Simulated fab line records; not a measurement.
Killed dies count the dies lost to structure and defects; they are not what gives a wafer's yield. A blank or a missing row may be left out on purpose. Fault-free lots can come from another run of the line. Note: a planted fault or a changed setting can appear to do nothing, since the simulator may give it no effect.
fab line records	flow gf180mcu
record lots=12	wafers=36	last-day=33
route steps=602 shown PSD@261 NSD@262 V1@340 V2@398
lots with no fault: from the same line, run without faults
start-h: hours from the record's first day to the start of the lot's first wafer shown	wait-h: hours elapsed since this lot's preceding step	" same as the row above	L1.1+2: a row that stands for several wafers	- no value, or no start given	* or withheld: withheld	< > ~ a bound
route shown NAME@n: names a module that has steps shown in the file, with the first one's number in the route	usual: mean and standard deviation over wafers with no fault	same: alike in all rows	chamber/n: place in a boat	sites: the reading at each site	_std_site: standard deviation of those values	_edge_site: mean of outer sites minus mean of inner sites	radius-mm: how far each site lies from the wafer's centre	mask NAME#n: copy n	behind: the tool/chamber that last shaped the wafer	hold: what put the lot on hold/how long, in hours/how the hold closed	device: names the non-switching transistor (n, p or np)	end of line: tests run on the same wafers once the route is complete	a step with no rows: only its recipe	killed: dies lost to structure and defects at the first sort, not the wafer's yield	map: the dies of a wafer, with x for killed, . for not killed, _ for no die there
set.NAME: setting as actually run; set.NAME@STEP: the setting as run at that earlier step	model.NAME: the simulator's own value behind a step, which no gauge read
one table for each step of the route and one row for each wafer, over a sample of lots
services: a tool's chamber out of use, with start hour (start-h, from the record's first day; less than 0 if before it), hours out, and reason
## steps
# step GF_PSD_RTA_13
# recipe temp-c=1025	time-s=20	ambient=N2
# usual anneal-temp-c-max=1029.0/1.5	lamp-power-pct=28.0/2	run-length-s=48.8/0.39	wafer_temp_C_max=1029.2/0.89
lot.wafer	tool	chamber	start-h	wait-h	anneal-temp-c-max	lamp-power-pct	run-length-s	wafer_temp_C_max
L554.2	rtp-anneal-02	0	330.91	0.0	1030.7	30.0	48.2	1028.4
L554.4	"	0	"	"	1031.0	30.1	48.3	1029.7
L554.5	"	0	"	"	1031.1	30.0	48.5	1029.8
L557.1	rtp-anneal-02	0	351.41	0.0	1029.7	30.1	48.2	1029.6
L557.4	"	0	"	"	1029.6	30.0	48.5	1028.9
L557.6	"	0	"	"	1029.3	30.0	48.5	1029.1
L558.1	rtp-anneal-02	0	354.65	0.0	1030.9	30.0	48.5	1030.0
L558.3	"	0	"	"	1029.8	30.0	48.6	1028.1
L558.4	"	0	"	"	1030.8	30.1	48.3	1028.7
L560.2	rtp-anneal-01	0	373.33	0.0	1027.7	26.0	48.9	1028.6
L560.5	"	0	"	"	1027.9	25.9	49.1	1030.5
L560.6	"	0	"	"	1027.6	26.0	49.1	1028.3
L561.3	rtp-anneal-01	0	386.50	0.0	1027.9	26.0	48.9	1029.8
L561.4	"	0	"	"	1027.3	26.0	48.9	1030.0
L561.5	"	0	"	"	1028.7	26.0	48.9	1028.6
L562.2	rtp-anneal-02	0	390.36	0.0	1030.6	30.0	48.5	1028.7
L562.5	"	0	"	"	1029.0	30.1	48.3	1029.0
L562.6	"	0	"	"	1030.6	30.0	48.3	1029.1
L564.2	rtp-anneal-01	0	409.87	0.0	1027.6	26.0	48.9	1029.5
L564.4	"	0	"	"	1027.5	26.0	49.6	1030.5
L564.6	"	0	"	"	1026.7	26.0	49.1	1029.1
L565.4	rtp-anneal-02	0	420.40	0.0	1031.0	30.0	63.1	1029.5
L565.5	"	0	"	"	1029.7	30.0	62.7	1029.0
L565.6	"	0	"	"	1030.6	30.1	62.5	1029.0
L566.1	rtp-anneal-01	0	428.16	0.0	1028.4	26.0	49.0	1029.6
L566.3	"	0	"	"	1027.9	26.0	49.2	1030.3
L566.4	"	0	"	"	1027.3	26.0	49.4	1031.0
L567.1	rtp-anneal-02	0	433.95	0.0	1029.7	30.0	62.7	1028.6
L567.2	"	0	"	"	1029.7	30.0	62.5	1029.0
L567.4	"	0	"	"	1029.1	30.0	62.9	1030.1
L572.4	rtp-anneal-01	0	479.21	0.0	1029.0	26.0	49.1	1029.7
L572.5	"	0	"	"	1028.0	26.0	49.1	1031.3
L572.6	"	0	"	"	1027.9	26.0	48.9	1028.7
L574.3	rtp-anneal-02	0	491.37	0.0	1030.1	30.0	48.2	1029.9
L574.5	"	0	"	"	1028.3	30.0	48.3	1028.4
L574.6	"	0	"	"	1030.0	30.0	48.2	1028.3
# step GF_PSD_RS_MEAS_14
# recipe thk-meas-gauge=four-point-probe
# usual NSD_RS=46.12/0.089
lot.wafer	tool	chamber	start-h	wait-h	NSD_RS[ohm/sq]
L554.2	film-metro-03	-	331.00	0.1	46.04
L554.4	"	-	"	"	46.04
L554.5	"	-	"	"	46.06
L557.1	film-metro-01	-	351.50	0.1	46.13
L557.4	"	-	"	"	46.10
L557.6	"	-	"	"	46.14
L558.1	film-metro-01	-	354.73	0.1	46.28
L558.3	"	-	"	"	46.15
L558.4	"	-	"	"	46.10
L560.2	film-metro-01	-	373.42	0.1	46.23
L560.5	"	-	"	"	46.27
L560.6	"	-	"	"	46.17
L561.3	film-metro-01	-	386.59	0.1	46.08
L561.4	"	-	"	"	46.24
L561.5	"	-	"	"	46.07
L562.2	film-metro-01	-	390.45	0.1	46.22
L562.5	"	-	"	"	46.21
L562.6	"	-	"	"	46.12
L564.2	film-metro-03	-	409.96	0.1	45.98
L564.4	"	-	"	"	46.05
L564.6	"	-	"	"	46.04
L565.4	film-metro-03	-	420.50	0.1	43.31
L565.5	"	-	"	"	43.19
L565.6	"	-	"	"	43.31
L566.1	film-metro-01	-	428.24	0.1	46.17
L566.3	"	-	"	"	46.04
L566.4	"	-	"	"	46.07
L567.1	film-metro-02	-	434.03	0.1	43.39
L567.2	"	-	"	"	43.35
L567.4	"	-	"	"	43.37
L572.4	film-metro-01	-	479.31	0.1	46.01
L572.5	"	-	"	"	46.10
L572.6	"	-	"	"	46.15
L574.3	film-metro-03	-	491.47	0.1	46.10
L574.5	"	-	"	"	46.15
L574.6	"	-	"	"	46.10
# step GF_PSD_RS_MEAS_15
# recipe thk-meas-gauge=four-point-probe
# usual PSD_RS=108.6/0.31
lot.wafer	tool	chamber	start-h	wait-h	PSD_RS[ohm/sq]
L554.2	film-metro-03	-	331.12	0.1	108.3
L554.4	"	-	"	"	108.5
L554.5	"	-	"	"	108.3
L557.1	film-metro-01	-	351.62	0.1	108.8
L557.4	"	-	"	"	108.5
L557.6	"	-	"	"	108.5
L558.1	film-metro-01	-	354.85	0.1	108.3
L558.3	"	-	"	"	108.4
L558.4	"	-	"	"	108.5
L560.2	film-metro-01	-	373.54	0.1	109.1
L560.5	"	-	"	"	108.6
L560.6	"	-	"	"	108.5
L561.3	film-metro-01	-	386.71	0.1	108.5
L561.4	"	-	"	"	108.1
L561.5	"	-	"	"	108.4
L562.2	film-metro-01	-	390.57	0.1	109.0
L562.5	"	-	"	"	108.7
L562.6	"	-	"	"	108.8
L564.2	film-metro-03	-	410.08	0.1	107.8
L564.4	"	-	"	"	108.1
L564.6	"	-	"	"	108.2
L565.4	film-metro-03	-	420.62	0.1	103.2
L565.5	"	-	"	"	103.0
L565.6	"	-	"	"	103.3
L566.1	film-metro-01	-	428.36	0.1	108.3
L566.3	"	-	"	"	108.7
L566.4	"	-	"	"	108.3
L567.1	film-metro-02	-	434.15	0.1	103.1
L567.2	"	-	"	"	103.0
L567.4	"	-	"	"	103.1
L572.4	film-metro-01	-	479.43	0.1	108.5
L572.5	"	-	"	"	108.4
L572.6	"	-	"	"	108.8
L574.3	film-metro-03	-	491.59	0.1	108.6
L574.5	"	-	"	"	108.6
L574.6	"	-	"	"	108.7
# step GF_V1_BOW_MEAS_05
# recipe mode=bow
# usual V1_BOW=84/7
lot.wafer	tool	chamber	start-h	wait-h	V1_BOW[um]
L554.2	film-metro-04	-	403.31	0.2	89
L554.4	"	-	"	"	93
L554.5	"	-	"	"	91
L557.1	film-metro-01	-	428.55	0.1	91
L557.4	"	-	"	"	92
L557.6	"	-	"	"	83
L558.1	film-metro-02	-	430.56	0.1	65
L558.3	"	-	"	"	83
L558.4	"	-	"	"	82
L560.2	film-metro-01	-	448.56	0.2	68
L560.5	"	-	"	"	94
L560.6	"	-	"	"	80
L561.3	film-metro-02	-	463.16	0.2	78
L561.4	"	-	"	"	86
L561.5	"	-	"	"	81
L562.2	film-metro-02	-	466.75	0.3	92
L562.5	"	-	"	"	94
L562.6	"	-	"	"	88
L564.2	film-metro-02	-	486.40	0.1	82
L564.4	"	-	"	"	77
L564.6	"	-	"	"	81
L565.4	film-metro-01	-	498.20	0.3	81
L565.5	"	-	"	"	84
L565.6	"	-	"	"	86
L566.1	film-metro-02	-	505.05	0.2	83
L566.3	"	-	"	"	80
L566.4	"	-	"	"	92
L567.1	film-metro-02	-	510.50	0.1	78
L567.2	"	-	"	"	95
L567.4	"	-	"	"	92
L572.4	film-metro-02	-	552.28	0.3	84
L572.5	"	-	"	"	69
L572.6	"	-	"	"	88
L574.3	film-metro-04	-	564.92	0.2	78
L574.5	"	-	"	"	85
L574.6	"	-	"	"	91
# step GF_V2_ETCH_16
# recipe chemistry=N2/H2	target-depth-a=withheld	overetch-a=withheld	time-s=withheld	target=BARC	ion-energy-ev=200	source-w=500	bias-w=100	pressure-mtorr=30	n2-flow-sccm=100	h2-flow-sccm=200
# usual drypump-motor-current-A=5.5/0.46	oes-product-au=0.855/0.005	throttle-valve-pct=13.225/0.0098
lot.wafer	tool	chamber	start-h	wait-h	drypump-motor-current-A	oes-product-au	throttle-valve-pct
L554.2	rie-diel-02	0	478.33	0.0	5.6	0.862	13.220
L554.4	"	3	"	"	4.7	0.856	13.221
L554.5	"	1	"	"	5.9	0.849	13.232
L557.1	rie-diel-04	2	504.23	0.0	5.8	0.851	13.227
L557.4	"	1	"	"	5.3	0.847	13.240
L557.6	"	2	"	"	5.8	0.847	13.215
L558.1	rie-diel-02	3	505.83	0.0	4.7	0.851	13.228
L558.3	"	1	"	"	5.9	0.855	13.235
L558.4	"	0	"	"	5.6	0.848	13.220
L560.2	rie-diel-02	1	523.20	0.0	5.9	0.847	13.212
L560.5	"	0	"	"	5.7	0.846	13.245
L560.6	"	3	"	"	4.6	0.859	13.227
L561.3	rie-diel-04	0	537.61	0.0	6.2	0.858	13.215
L561.4	"	2	"	"	5.8	0.853	13.230
L561.5	"	2	"	"	5.8	0.859	13.228
L562.2	rie-diel-03	3	540.36	0.0	5.4	0.847	13.220
L562.5	"	1	"	"	5.4	0.863	13.228
L562.6	"	0	"	"	6.1	0.856	13.220
L564.2	rie-diel-04	1	559.03	0.0	5.3	0.856	13.230
L564.4	"	2	"	"	5.8	0.855	13.227
L564.6	"	0	"	"	6.2	0.855	13.228
L565.4	rie-diel-02	2	568.86	0.0	5.7	0.859	13.221
L565.5	"	0	"	"	5.7	0.851	13.226
L565.6	"	3	"	"	4.7	0.856	13.231
L566.1	rie-diel-03	3	575.90	0.0	5.4	0.848	13.225
L566.3	"	0	"	"	6.0	0.857	13.226
L566.4	"	1	"	"	5.4	0.857	13.217
L567.1	rie-diel-04	0	581.23	0.0	6.2	0.862	13.237
L567.2	"	1	"	"	5.3	0.848	13.216
L567.4	"	3	"	"	5.6	0.852	13.235
L572.4	rie-diel-02	3	619.81	0.0	4.7	0.853	13.233
L572.5	"	1	"	"	5.9	0.856	13.238
L572.6	"	2	"	"	5.7	0.860	13.217
L574.3	rie-diel-02	1	631.13	0.0	5.9	0.850	13.229
L574.5	"	1	"	"	5.9	0.858	13.222
L574.6	"	0	"	"	5.7	0.857	13.211
# step GF_V2_ETCH_17
# recipe chemistry=C4F8/O2/Ar	mask-material=KrF	target=SiO2	stop-on=TiN	source-w=1500	bias-w=1200	pressure-mtorr=40	c4f8-flow-sccm=withheld	O2_flow_sccm=6	Ar_flow_sccm=300	time-s=withheld	target-depth-a=6300
# usual oes-product-au=0.855/0.0045
lot.wafer	tool	chamber	start-h	wait-h	oes-product-au
L554.2	rie-diel-02	0	-	-	0.857
L554.4	"	3	"	"	0.856
L554.5	"	1	"	"	0.862
L557.1	rie-diel-04	2	-	-	0.850
L557.4	"	1	"	"	0.856
L557.6	"	2	"	"	0.861
L558.1	rie-diel-02	3	-	-	0.852
L558.3	"	1	"	"	0.857
L558.4	"	0	"	"	0.858
L560.2	rie-diel-02	1	-	-	0.866
L560.5	"	0	"	"	0.860
L560.6	"	3	"	"	0.853
L561.3	rie-diel-04	0	-	-	0.851
L561.4	"	2	"	"	0.861
L561.5	"	2	"	"	0.860
L562.2	rie-diel-03	3	-	-	0.856
L562.5	"	1	"	"	0.853
L562.6	"	0	"	"	0.853
L564.2	rie-diel-04	1	-	-	0.851
L564.4	"	2	"	"	0.852
L564.6	"	0	"	"	0.850
L565.4	rie-diel-02	2	-	-	0.849
L565.5	"	0	"	"	0.853
L565.6	"	3	"	"	0.851
L566.1	rie-diel-03	3	-	-	0.857
L566.3	"	0	"	"	0.854
L566.4	"	1	"	"	0.856
L567.1	rie-diel-04	0	-	-	0.859
L567.2	"	1	"	"	0.857
L567.4	"	3	"	"	0.856
L572.4	rie-diel-02	3	-	-	0.849
L572.5	"	1	"	"	0.863
L572.6	"	2	"	"	0.852
L574.3	rie-diel-02	1	-	-	0.848
L574.5	"	1	"	"	0.861
L574.6	"	0	"	"	0.851
## services
tool	chamber	start-h	hours	kind
rie-diel-02	2	314.38	-	clean
rie-diel-02	2	314.38	15.5	scheduled-down
rie-diel-02	2	314.38	15.5	vent-cycle
rie-diel-04	0	337.89	-	clean
rie-diel-04	0	337.89	19.5	scheduled-down
rie-diel-04	0	337.89	19.5	vent-cycle
rie-diel-02	0	341.13	7.4	repair
rie-diel-02	1	343.16	18.8	repair
rie-diel-02	3	361.30	11.6	repair
rie-diel-04	1	371.83	17.3	repair
rie-diel-03	-	373.50	2.8	pm
rie-diel-04	3	417.30	2.7	repair
rie-diel-04	0	458.57	6.6	repair
rie-diel-04	-	466.89	0.9	repair
rie-diel-02	2	478.02	4.4	repair
rie-diel-03	3	480.72	10.4	repair
rtp-anneal-02	-	512.57	3.5	pm
rie-diel-02	0	515.32	2.7	repair
rie-diel-03	1	550.04	1.2	repair
rie-diel-02	2	562.03	3.9	repair
rie-diel-03	3	563.48	8.6	repair
rie-diel-04	1	600.27	4.0	repair
rie-diel-02	3	609.53	5.4	repair
rie-diel-04	3	619.25	-	clean
## key
first-sign step=GF_PSD_RTA_13	reading=run-length-s	direction=up	sigmas=36	usual=*	struck=*
effect step=GF_PSD_RS_MEAS_14	reading=NSD_RS	direction=down	sigmas=32	usual=46.12	struck=43.32
effect step=GF_PSD_RS_MEAS_15	reading=PSD_RS	direction=down	sigmas=17	usual=108.6	struck=103.1
met-at GF_PSD_RTA_13
struck-lots L565,L567
tester-left-out L565,L567
not-acting-at GF_V1_BOW_MEAS_05,GF_V2_ETCH_16,GF_V2_ETCH_17
onset-between 390.36 420.40
fault kind=process-parameter-drift	tool=rtp-anneal-02	chamber=-	onset-h=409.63	steps=GF_PSD_RTA_13	channel=time-s	offset=*	shape=step	end-h=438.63	acts-in=*	stated=*
# tester-left-out: of these lots the tester's yield and bins aren't shown, on N5 and GAA mostly nor the transistor test; their killed dies are dies lost to structure and defects alone, not to doping, threshold or leakage, so they don't give the yield
